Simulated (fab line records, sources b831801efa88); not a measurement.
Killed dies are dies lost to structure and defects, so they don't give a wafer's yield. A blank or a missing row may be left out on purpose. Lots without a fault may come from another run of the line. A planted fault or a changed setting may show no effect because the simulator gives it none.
Which tool did it? | flow sky130 | 11 lots, 33 wafers sampled, at 5 steps of a route of 708

WHAT THE GAUGES READ, wafer by wafer
SKY_GATE_OXIDE_THK_MEAS_02.
lot  | measured     | on            | GATE_OXIDE_OXIDATION_00_THK (nm)
L293 | day 12 20:07 | film_metro-04 | 10.79 10.68 10.61
L294 | day 13 05:02 | film_metro-03 | 10.54 10.47 10.45
L296 | day 13 21:57 | film_metro-03 | 10.54 10.29 10.37
L297 | day 14 13:10 | film_metro-01 | 5.88 5.90 5.92
L298 | day 14 14:34 | film_metro-03 | 6.08 6.14 6.02
L307 | day 17 18:08 | film_metro-04 | 10.09 10.09 10.05
L308 | day 17 22:19 | film_metro-04 | 10.49 10.59 10.61
L309 | day 18 12:18 | film_metro-04 | 10.63 10.37 10.51
L312 | day 19 05:06 | film_metro-04 | 10.42 10.38 10.50
L313 | day 19 12:12 | film_metro-03 | 10.44 10.26 10.20
L314 | day 19 20:34 | film_metro-04 | 10.42 10.56 10.43

WHICH TOOL RAN EACH LOT (tool, then ch and the chambers of the sampled wafers, then the start)
lot  | SKY_FIELD_ISO_ETCH_17           | SKY_DNWELL_STRIP_08                 | SKY_NWELL_RTA_28                 | SKY_GATE_OXIDE_OXIDATION_01
L293 | rie_si-01 ch 0,1,2, day 2 05:16 | plasma_asher-02 ch 0,1, day 3 05:17 | rtp_anneal-02 ch 0, day 5 10:31  | furnace-02 ch 0, day 12 18:42
L294 | rie_si-01 ch 1,2,3, day 2 13:20 | plasma_asher-02 ch 0,1, day 3 10:58 | rtp_anneal-01 ch 0, day 5 16:37  | furnace-01 ch 0, day 13 03:38
L296 | rie_si-02 ch 2, day 2 23:14     | plasma_asher-04 ch 0,1, day 3 23:59 | rtp_anneal-02 ch 0, day 6 07:40  | furnace-01 ch 0, day 13 20:32
L297 | rie_si-02 ch 1,2, day 3 06:20   | plasma_asher-01 ch 0,1, day 4 08:23 | rtp_anneal-01 ch 0, day 6 17:04  | furnace-01 ch 0, day 14 11:44
L298 | rie_si-01 ch 0,1,2, day 3 08:00 | plasma_asher-02 ch 0,1, day 4 08:25 | rtp_anneal-02 ch 0, day 6 18:01  | furnace-01 ch 0, day 14 13:09
L307 | rie_si-02 ch 0,2,3, day 5 06:38 | plasma_asher-01 ch 0,1, day 6 11:20 | rtp_anneal-01 ch 0, day 9 01:56  | furnace-01 ch 0, day 17 16:44
L308 | rie_si-02 ch 2,3, day 5 11:16   | plasma_asher-02 ch 1, day 6 16:14   | rtp_anneal-02 ch 0, day 9 07:07  | furnace-01 ch 0, day 17 20:53
L309 | rie_si-01 ch 1,2,3, day 5 18:49 | plasma_asher-04 ch 0,1, day 6 22:19 | rtp_anneal-01 ch 0, day 9 14:55  | furnace-01 ch 0, day 18 10:54
L312 | rie_si-02 ch 1,2,3, day 6 09:08 | plasma_asher-01 ch 0,1, day 7 11:40 | rtp_anneal-01 ch 0, day 10 02:18 | furnace-01 ch 0, day 19 03:41
L313 | rie_si-01 ch 0,1,3, day 6 13:14 | plasma_asher-01 ch 0,1, day 7 15:20 | rtp_anneal-01 ch 0, day 10 07:54 | furnace-01 ch 0, day 19 10:46
L314 | rie_si-01 ch 0,2,3, day 6 20:14 | plasma_asher-01 ch 0,1, day 7 22:25 | rtp_anneal-02 ch 0, day 10 15:16 | furnace-01 ch 0, day 19 19:09
- SKY_FIELD_ISO_ETCH_17: etches Si in HBr/Cl2/O2, target depth 342 nm, time 97.7 s.
- SKY_DNWELL_STRIP_08: strips in O2/N2.
- SKY_NWELL_RTA_28: time 30 s.
- SKY_GATE_OXIDE_OXIDATION_01: stabilise 600 s, purge 300 s, target thk 10.268 nm.

WHAT THE TOOLS THEMSELVES READ (means of the sampled wafers that have a number; where no wafer has one, the mark that the record gives instead)
SKY_FIELD_ISO_ETCH_17.
lot  | tool      | HBr_flow_sccm (sccm) | chamber_pressure_mTorr (mTorr) | drypump_motor_current_A (A) | oes_product_au (a.u.) | throttle_valve_pct (%)
L293 | rie_si-01 | 149.8                | 14.992                         | 5.4                         | 1.001                 | 25.655
L294 | rie_si-01 | 149.9                | 15.003                         | 5.7                         | 0.984                 | 25.656
L296 | rie_si-02 | 149.9                | 15.004                         | 5.4                         | 1.004                 | 25.655
L297 | rie_si-02 | 149.5                | 15.000                         | 5.9                         | 1.003                 | 25.663
L298 | rie_si-01 | 149.9                | 15.008                         | 5.4                         | 0.984                 | 25.673
L307 | rie_si-02 | 150.6                | 14.993                         | 5.9                         | 1.007                 | 25.649
L308 | rie_si-02 | 150.4                | 15.000                         | 5.9                         | 1.028                 | 25.646
L309 | rie_si-01 | 149.8                | 14.991                         | 5.7                         | 0.986                 | 25.677
L312 | rie_si-02 | 150.1                | 14.990                         | 5.9                         | 1.010                 | 25.652
L313 | rie_si-01 | 149.6                | 15.000                         | 5.9                         | 0.991                 | 25.665
L314 | rie_si-01 | 150.2                | 14.994                         | 5.8                         | 0.988                 | 25.665

SKY_DNWELL_STRIP_08.
lot  | tool            | chamber_pressure_mTorr (mTorr) | drypump_motor_current_A (A) | oes_product_au (a.u.) | strip_time_to_endpoint_s (s)
L293 | plasma_asher-02 | 1498.9                         | 6.1                         | 0.723                 | 37.01
L294 | plasma_asher-02 | 1500.2                         | 6.4                         | 0.725                 | 36.98
L296 | plasma_asher-04 | 1500.8                         | 5.6                         | 0.718                 | 36.81
L297 | plasma_asher-01 | 1499.1                         | 5.7                         | 0.722                 | 36.87
L298 | plasma_asher-02 | 1502.9                         | 6.1                         | 0.721                 | 36.78
L307 | plasma_asher-01 | 1501.0                         | 5.7                         | 0.720                 | 36.97
L308 | plasma_asher-02 | 1500.2                         | 5.8                         | 0.725                 | 36.90
L309 | plasma_asher-04 | 1501.8                         | 5.6                         | 0.727                 | 36.90
L312 | plasma_asher-01 | 1500.7                         | 5.7                         | 0.722                 | 36.88
L313 | plasma_asher-01 | 1498.9                         | 5.4                         | 0.724                 | 36.95
L314 | plasma_asher-01 | 1499.9                         | 5.7                         | 0.720                 | 37.02

SKY_NWELL_RTA_28.
lot  | tool          | lamp_power_pct (%) | wafer_temp_C_max
L293 | rtp_anneal-02 | 25.30              | 1054.7
L294 | rtp_anneal-01 | 25.32              | 1055.0
L296 | rtp_anneal-02 | 25.28              | 1055.7
L297 | rtp_anneal-01 | 25.37              | 1055.2
L298 | rtp_anneal-02 | 25.34              | 1054.4
L307 | rtp_anneal-01 | 25.31              | 1055.0
L308 | rtp_anneal-02 | 25.32              | 1054.8
L309 | rtp_anneal-01 | 25.29              | 1054.8
L312 | rtp_anneal-01 | 25.33              | 1053.7
L313 | rtp_anneal-01 | 25.29              | 1054.4
L314 | rtp_anneal-02 | 25.28              | 1055.2

SKY_GATE_OXIDE_OXIDATION_01.
lot  | tool       | spike_tc_upper_C (C) | tube_center_temp_C_max
L293 | furnace-02 | 901.3                | 902.4
L294 | furnace-01 | 899.8                | 902.4
L296 | furnace-01 | 900.0                | 902.8
L297 | furnace-01 | 900.6                | 902.8
L298 | furnace-01 | 900.0                | 902.4
L307 | furnace-01 | 900.5                | 901.9
L308 | furnace-01 | 899.8                | 902.2
L309 | furnace-01 | 901.2                | 902.2
L312 | furnace-01 | 902.1                | 902.4
L313 | furnace-01 | 900.0                | 902.0
L314 | furnace-01 | 900.7                | 902.1

THE ANSWER, worked out from the rows above alone
Rule: what is usual is taken from the lots themselves. Put in order of their means at a reading, lots are off if they are a third of the lots or fewer, leave a main group of 4 or more, and stand apart from it by a gap of 3 or more times the standard deviation of the main group's means; of several such gaps the widest counts. A main group whose means are all the same, to the digits that the tables above print for the reading, isn't used. A lot without any number at a reading at which 4 lots or more have one is off too. The other lots that the step has rows for count as sound. The gauges are gone through in route order, then the tools' own readings, and for those a lot's mean is taken as printed above. The first step at which some lot is off is used, and at that step the reading that is off furthest; a lot without a number counts as furthest.
Off: L297, L298, at SKY_GATE_OXIDE_THK_MEAS_02 (GATE_OXIDE_OXIDATION_00_THK). The main group: mean 10.44 nm, standard deviation 0.16.
A tool fits if, at a process step before that reading, it ran every lot that is off, and no sound lot after the first of them. The gauges at SKY_GATE_OXIDE_THK_MEAS_02 are tried like those tools. None of those tried fits.

WHAT THE SIMULATOR HAD PUT IN
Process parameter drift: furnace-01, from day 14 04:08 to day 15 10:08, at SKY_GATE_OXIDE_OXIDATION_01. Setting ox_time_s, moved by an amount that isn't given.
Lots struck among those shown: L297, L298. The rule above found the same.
